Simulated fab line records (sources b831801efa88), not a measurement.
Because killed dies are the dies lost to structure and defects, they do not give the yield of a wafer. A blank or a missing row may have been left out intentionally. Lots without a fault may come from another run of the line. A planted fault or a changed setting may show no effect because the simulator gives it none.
fab line records	flow sky130
[record] lots = 12	wafers = 35	last_day = 49
route steps=708 shown METAL3@565 METAL4@631 VIA4@639 PASSIVATION@693 PAD_OPEN@708
lots untouched by any fault: they come from a run of this same line in which no faults occurred
start_h: hours from the record's first day to the start of the lot's first wafer shown	wait_h: how many hours have passed since the lot's step before this one	" repeats the value in the row above	L1.1+2: several wafers, shown together as one row	- no value present, or no start provided	* or withheld: withheld	< > ~ a bound
route shown NAME@n: names a module that has steps shown in the file, with the first one's number in the route	usual: average and standard deviation across the fault-free wafers	same: alike in all rows	chamber/n: place in a boat	sites: readings site by site	_std_site: standard deviation across them	_edge_site: outer sites' mean less inner sites'	radius_mm: for every site, how far away it sits from the centre of the wafer	mask NAME#n: copy n	behind: the most recent tool/chamber to have shaped the wafer	hold: the reason the lot was held/the length of the hold in hours/how it ended	device: whichever transistor did not switch (one of n, p or np)	end of line: tests run on the same wafers once the route is complete	where a step has no rows: the recipe by itself	killed: at the first sort, the dies lost to defects and structure; wafer yield is something else	map: the dies of a wafer, with x for killed, . for not killed, _ for no die there
set.NAME: setting as actually run; set.NAME@STEP: the setting as run at that earlier step	model.NAME: the simulator's own value behind a step, which no gauge read
one table for each step of the route and one row for each wafer, over a sample of lots
services: when a tool's chamber went out of use (start_h, in hours from the record's first day, below 0 if earlier), for how many hours, and the reason
[[steps]]
[step SKY_METAL3_DESCUM_15]
[recipe] chemistry = O2	source_power_w = 150	bias_power_w = 0	pressure_mtorr = 10	temp_c = 40	time_s = 8
[usual] drypump_motor_current_A = 5.36/0.28	oes_product_au = 0.999/0.016
lot.wafer	tool	chamber	start_h	wait_h	drypump_motor_current_A	oes_product_au	rf_hours_counter_h
L859.1	rie_metal-01	0	914.55	0.0	5.54	0.998	8
L859.4	"	0	"	"	5.52	0.991	-
L859.6	"	0	"	"	5.52	0.981	-
L860.2	rie_metal-03	0	916.37	0.0	4.94	0.999	1
L860.4	"	1	"	"	5.41	1.020	-
L860.5	"	0	"	"	4.92	1.005	-
L862.2	rie_metal-03	1	936.95	0.0	5.41	1.020	7
L862.3	"	1	"	"	5.40	1.015	-
L862.5	"	0	"	"	4.94	1.008	-
L861.2	rie_metal-02	1	938.55	0.0	5.81	0.999	2
L861.3	"	1	"	"	5.80	0.995	-
L861.6	"	0	"	"	5.15	0.997	-
L866.1	rie_metal-03	0	953.90	0.0	4.91	1.009	2
L866.2	"	1	"	"	5.42	1.018	8
L866.3	"	0	"	"	4.92	0.987	-
L872.3	rie_metal-02	0	997.23	0.0	5.14	0.989	-
L872.4	"	1	"	"	5.79	1.008	-
L872.5	"	1	"	"	5.79	1.008	-
L873.1	rie_metal-02	0	1004.67	0.0	5.16	0.998	12
L873.2	"	1	"	"	5.78	1.010	6
L873.4	"	1	"	"	5.79	1.006	-
L874.1	rie_metal-01	0	1009.70	0.0	5.54	1.000	12
L874.3	"	1	"	"	5.61	0.984	-
L874.5	"	1	"	"	5.58	0.986	-
L876.3	rie_metal-01	1	1020.36	0.0	5.56	0.976	-
L876.4	"	0	"	"	5.54	0.986	-
L876.6	"	0	"	"	5.53	0.979	-
L875.2	rie_metal-03	0	1020.70	0.0	4.94	1.004	6
L875.3	"	1	"	"	5.41	1.022	-
L875.5	"	0	"	"	4.94	1.019	-
L881.2	rie_metal-03	0	1055.60	0.0	4.91	1.006	8
L881.6	"	1	"	"	5.41	1.028	-
L882.3	rie_metal-01	1	1060.21	0.0	5.59	0.970	-
L882.5	"	0	"	"	5.55	0.986	-
L882.6	"	1	"	"	5.60	0.973	-
[step SKY_METAL4_DESCUM_15]
[recipe] chemistry = O2	source_power_w = 150	bias_power_w = 0	pressure_mtorr = 10	temp_c = 40	time_s = 8
[usual] drypump_motor_current_A = 5.9/0.56	oes_product_au = 1.007/0.0099
lot.wafer	tool	chamber	start_h	wait_h	drypump_motor_current_A	oes_product_au	rf_hours_counter_h
L859.1	rie_metal-04	0	990.55	0.0	6.5	1.012	2
L859.4	"	1	"	"	6.0	1.017	-
L859.6	"	0	"	"	6.5	1.021	-
L860.2	rie_metal-04	0	993.48	0.0	6.5	1.003	2
L860.4	"	0	"	"	6.6	1.001	-
L860.5	"	1	"	"	6.0	1.000	-
L862.2	rie_metal-04	0	1012.15	0.0	6.5	1.014	3
L862.3	"	1	"	"	6.0	1.012	-
L862.5	"	0	"	"	6.5	1.004	-
L861.2	rie_metal-04	1	1014.28	0.0	6.0	1.007	16
L861.3	"	0	"	"	6.5	0.996	-
L861.6	"	1	"	"	6.1	0.999	-
L866.1	rie_metal-04	0	1027.90	0.0	6.5	0.999	4
L866.2	"	1	"	"	6.0	0.995	17
L866.3	"	0	"	"	6.5	0.994	-
L872.3	rie_metal-03	0	1068.56	0.0	4.9	1.016	-
L872.4	"	1	"	"	5.4	1.027	-
L872.5	"	1	"	"	5.4	1.038	-
L873.1	rie_metal-04	1	1073.30	0.0	6.0	1.008	20
L873.2	"	0	"	"	6.5	1.012	6
L873.4	"	0	"	"	6.5	0.995	-
L874.1	rie_metal-04	0	1079.68	0.0	6.5	0.994	7
L874.3	"	0	"	"	6.5	1.003	-
L874.5	"	1	"	"	6.0	1.001	-
L876.3	rie_metal-04	0	1088.51	0.0	6.5	1.008	-
L876.4	"	1	"	"	6.0	1.006	-
L876.6	"	0	"	"	6.5	1.005	-
L875.2	rie_metal-02	1	1089.65	0.0	5.8	1.005	12
L875.3	"	1	"	"	5.8	0.996	-
L875.5	"	0	"	"	5.1	0.989	-
L881.2	rie_metal-03	1	1121.25	0.0	5.4	1.029	20
L881.6	"	1	"	"	5.4	1.018	-
L882.3	rie_metal-03	0	1125.38	0.0	4.9	0.992	-
L882.5	"	0	"	"	4.9	0.997	-
L882.6	"	1	"	"	5.4	1.020	-
[step SKY_VIA4_HDPCVD_00]
[recipe] material = SiO2	target_thk_nm = 1750	sigma_open_frac = 0.3	time_s = 291.7	temp_c = 400	sih4_flow_sccm = 60	pressure_mtorr = 6
lot.wafer	tool	chamber	start_h	wait_h
L859.1+4+6	hdpcvd-02	2,1,2	991.47	0.0
L860.2+4+5	hdpcvd-02	0,0,2	994.40	0.0
L862.2+3+5	hdpcvd-02	1,0,1	1013.07	0.0
L861.2+3+6	hdpcvd-02	2,1,0	1015.22	0.0
L866.1+2+3	hdpcvd-02	1,0,0	1028.82	0.0
L872.3+4+5	hdpcvd-02	1,2,0	1069.59	0.0
L873.1+2+4	hdpcvd-01	1,0,0	1074.33	0.0
L874.1+3+5	hdpcvd-02	2,0,2	1080.60	0.0
L876.3+4+6	hdpcvd-02	0,2,0	1089.54	0.1
L875.2+3+5	hdpcvd-01	1,0,1	1090.57	0.0
L881.2+6	hdpcvd-02	1,2	1122.17	0.0
L882.3+5+6	hdpcvd-02	2,2,0	1126.41	0.0
[step SKY_VIA4_THK_MEAS_01]
[recipe] reads = SiO2_of_VIA4_HDPCVD_00
[usual] VIA4_HDPCVD_THK = 1751/16
lot.wafer	tool	chamber	start_h	wait_h	hold	VIA4_HDPCVD_THK[nm]
L859.1	film_metro-02	-	991.65	0.1	-	1740
L859.4	"	-	"	"	-	1748
L859.6	"	-	"	"	-	1754
L860.2	film_metro-01	-	994.59	0.1	-	1761
L860.4	"	-	"	"	-	1739
L860.5	"	-	"	"	-	1755
L862.2	film_metro-01	-	1013.26	0.1	-	1745
L862.3	"	-	"	"	-	1744
L862.5	"	-	"	"	-	1742
L861.2	film_metro-04	-	1015.41	0.1	-	1764
L861.3	"	-	"	"	-	1756
L861.6	"	-	"	"	-	1761
L866.1	film_metro-01	-	1029.09	0.2	-	1728
L866.2	"	-	"	"	-	1725
L866.3	"	-	"	"	-	1745
L872.3	film_metro-01	-	1069.79	0.1	-	1768
L872.4	"	-	"	"	-	1764
L872.5	"	-	"	"	-	1759
L873.1	film_metro-04	-	1074.60	0.2	-	1774
L873.2	"	-	"	"	-	1734
L873.4	"	-	"	"	-	1724
L874.1	film_metro-01	-	1080.78	0.1	-	1759
L874.3	"	-	"	"	-	1751
L874.5	"	-	"	"	-	1760
L876.3	film_metro-02	-	1089.74	0.1	-	1769
L876.4	"	-	"	"	-	1766
L876.6	"	-	"	"	-	1766
L875.2	film_metro-01	-	1090.85	0.2	-	1735
L875.3	"	-	"	"	-	1744
L875.5	"	-	"	"	-	1761
L881.2	film_metro-02	-	1122.36	0.1	await_dispo/0.2h/release	1013
L881.6	"	-	"	"	await_dispo/0.2h/release	999
L881.2	film_metro-02	-	1122.58	0.2	-	1013
L881.6	"	-	"	"	-	999
L882.3	film_metro-04	-	1126.61	0.1	await_dispo/0.2h/release	1024
L882.5	"	-	"	"	await_dispo/0.2h/release	1008
L882.6	"	-	"	"	await_dispo/0.2h/release	1030
L882.3	film_metro-04	-	1126.83	0.2	-	1023
L882.5	"	-	"	"	-	1007
L882.6	"	-	"	"	-	1028
[step SKY_PASSIVATION_STRIP_12]
[recipe] chemistry = O2/N2	power_w = 1400	pressure_mtorr = 1500	platen_temp_c = withheld	overash_fraction = 0.7	o2_flow_sccm = 3000	n2_flow_sccm = 300
[usual] drypump_motor_current_A = 5.4/0.41	oes_product_au = 0.661/0.0043	strip_time_to_endpoint_s = 31.54/0.13
lot.wafer	tool	chamber	start_h	wait_h	drypump_motor_current_A	oes_product_au	rf_hours_counter_h	strip_time_to_endpoint_s
L859.1	plasma_asher-04	0	1061.12	0.1	5.5	0.654	95	31.59
L859.4	"	1	"	"	4.9	0.655	-	31.34
L859.6	"	1	"	"	4.9	0.652	-	31.64
L860.2	plasma_asher-04	0	1065.69	0.1	5.5	0.662	96	31.58
L860.4	"	0	"	"	5.5	0.658	-	31.73
L860.5	"	1	"	"	4.9	0.656	-	31.46
L862.2	plasma_asher-04	0	1082.45	0.1	5.5	0.661	98	31.33
L862.3	"	0	"	"	5.5	0.658	-	31.61
L862.5	"	0	"	"	5.5	0.658	-	31.71
L861.2	plasma_asher-02	0	1083.90	0.1	5.2	0.660	67	31.42
L861.3	"	0	"	"	5.2	0.660	-	31.28
L861.6	"	0	"	"	5.2	0.662	-	31.44
L866.1	plasma_asher-03	1	1096.42	0.1	6.2	0.664	3	31.57
L866.2	"	0	"	"	5.2	0.661	3	31.54
L866.3	"	1	"	"	6.2	0.661	-	31.77
L872.3	plasma_asher-04	1	1133.90	0.1	4.9	0.656	-	31.56
L872.4	"	0	"	"	5.5	0.667	-	31.48
L872.5	"	0	"	"	5.5	0.665	-	31.53
L873.1	plasma_asher-04	0	1138.00	0.1	5.5	0.654	103	31.46
L873.2	"	1	"	"	4.9	0.663	103	31.57
L873.4	"	1	"	"	4.9	0.651	-	31.60
L874.1	plasma_asher-04	0	1144.00	0.1	5.5	0.659	104	31.53
L874.3	"	0	"	"	5.5	0.660	-	31.22
L874.5	"	0	"	"	5.5	0.649	-	31.28
L876.3	plasma_asher-02	1	1151.83	0.1	5.9	0.664	-	31.80
L876.4	"	0	"	"	5.2	0.663	-	31.59
L876.6	"	0	"	"	5.2	0.658	-	31.68
L875.2	plasma_asher-02	1	1152.73	0.1	5.9	0.665	73	31.68
L875.3	"	0	"	"	5.2	0.663	-	31.47
L875.5	"	1	"	"	5.9	0.662	-	31.49
[step SKY_PAD_OPEN_PROBE_99]
[usual] defect_limited_yield = 82.5/2.1	killed_at_M0_to_M3 = 44/7.3	killed_at_M4_up = 3.4/1.8	killed_at_contacts = 24/5.8	killed_at_front_end = 15/4.9	killed_at_other = 0.4/0.63	killed_dies = 86/11	killed_open = 47/8	killed_short = 39/6.5	sort_bin_3_pad_short = 0.9/0.38	sort_bin_5_function = 10.4/1.6	sort_bin_6_memory = 6.2/1.2	sort_n_pass = 406/11	sort_yield_pct = 82.5/2.1
[same] gross_dies = 492	killed_at_back_side = 0	sort_bin_4_leakage[%] = 0	sort_bin_8_speed[%] = 0
lot.wafer	tool	chamber	start_h	wait_h	defect_limited_yield[%]	killed_at_M0_to_M3	killed_at_M4_up	killed_at_contacts	killed_at_front_end	killed_at_other	killed_dies	killed_open	killed_short	sort_bin_3_pad_short[%]	sort_bin_5_function[%]	sort_bin_6_memory[%]	sort_n_pass	sort_yield_pct[%]
L876.3	prober-01	-	1170.99	0.2	81.1	40	3	23	27	0	93	50	43	1.0	10.0	7.9	399	81.1
L876.4	prober-01	-	1171.04	0.2	81.7	43	4	27	13	3	90	44	44	1.2	10.4	6.7	402	81.7
L876.6	prober-01	-	1171.14	0.2	81.5	39	7	31	13	1	91	48	42	1.0	12.2	5.3	401	81.5
// killed by level:class
L876.3 CONTACT:geometric_particle:open=9 VIA1:geometric_particle:open=9 POLY_GATE:geometric_particle:open=8 VIA2:geometric_particle:open=8 METAL2:geometric_particle:short=6 FIELD_ISO:geometric_particle:short=5 LOCAL_INTERCONNECT:geometric_particle:short=5 VIA1:geometric_particle:short=5
L876.4 VIA1:geometric_particle:open=10 LI_CONTACT:geometric_particle:open=8 METAL2:geometric_particle:short=8 VIA1:geometric_particle:short=7 VIA2:geometric_particle:open=7 LOCAL_INTERCONNECT:geometric_particle:short=6 METAL1:geometric_particle:short=5 FIELD_ISO:geometric_particle:short=4
L876.6 CONTACT:geometric_particle:open=10 LI_CONTACT:geometric_particle:open=9 VIA3:geometric_particle:open=7 METAL1:geometric_particle:short=7 LI_CONTACT:geometric_particle:short=6 VIA1:geometric_particle:short=6 VIA1:geometric_particle:open=6 FIELD_ISO:geometric_particle:short=5
[[services]]
tool	chamber	start_h	hours	kind
rie_metal-03	0	890.63	2.4	repair
hdpcvd-01	-	900.32	3.1	repair
rie_metal-02	-	901.49	0.2	repair
hdpcvd-02	0	918.32	19.8	repair
hdpcvd-01	-	950.25	15.0	pm
hdpcvd-01	2	952.02	10.2	repair
plasma_asher-04	-	952.03	2.8	pm
plasma_asher-04	-	957.08	2.3	repair
plasma_asher-04	-	979.60	3.0	repair
rie_metal-01	-	990.28	0.9	repair
rie_metal-02	-	994.70	0.3	repair
rie_metal-01	-	1003.12	2.8	pm
hdpcvd-02	2	1017.12	15.9	repair
rie_metal-01	-	1024.30	0.3	repair
rie_metal-01	1	1049.29	3.8	repair
rie_metal-02	-	1062.03	1.7	repair
rie_metal-01	1	1066.39	1.5	repair
hdpcvd-01	2	1073.88	23.9	repair
rie_metal-02	-	1083.03	1.4	pm
hdpcvd-02	1	1085.92	3.6	repair
rie_metal-03	-	1099.29	8.6	repair
rie_metal-02	0	1101.75	5.4	repair
hdpcvd-02	-	1102.65	6.0	pm
plasma_asher-04	-	1144.52	2.8	repair
[[key]]
[first_sign] step = SKY_VIA4_THK_MEAS_01	reading = visit	direction = added
[effect] step = SKY_VIA4_THK_MEAS_01	reading = VIA4_HDPCVD_THK	direction = down	sigmas = 47	usual = 1751	struck = 1015
met_at SKY_VIA4_HDPCVD_00
struck_lots L881,L882
scrapped_behind SKY_VIA4_THK_MEAS_01 L881.2,L881.6,L882.3,L882.5,L882.6
not_acting_at SKY_METAL3_DESCUM_15,SKY_METAL4_DESCUM_15,SKY_PASSIVATION_STRIP_12
onset_between 1089.54 1122.17
also_fits time
[earlier_fault] kind = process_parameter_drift	tool = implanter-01	chamber = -	onset_h = 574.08	steps = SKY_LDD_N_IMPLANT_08	channel = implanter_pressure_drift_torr	offset = 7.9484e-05	shape = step	end_h = 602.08
[earlier_fault] kind = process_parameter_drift	tool = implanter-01	chamber = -	onset_h = 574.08	steps = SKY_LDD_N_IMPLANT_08	channel = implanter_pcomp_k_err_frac	offset = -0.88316	shape = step	end_h = 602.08
[fault] kind = process_parameter_drift	tool = hdpcvd-02	chamber = -	onset_h = 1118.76	steps = SKY_VIA4_HDPCVD_00	channel = target_thk_nm	offset = -738.13	shape = step	acts_in = these_recipes_only	stated = 1750
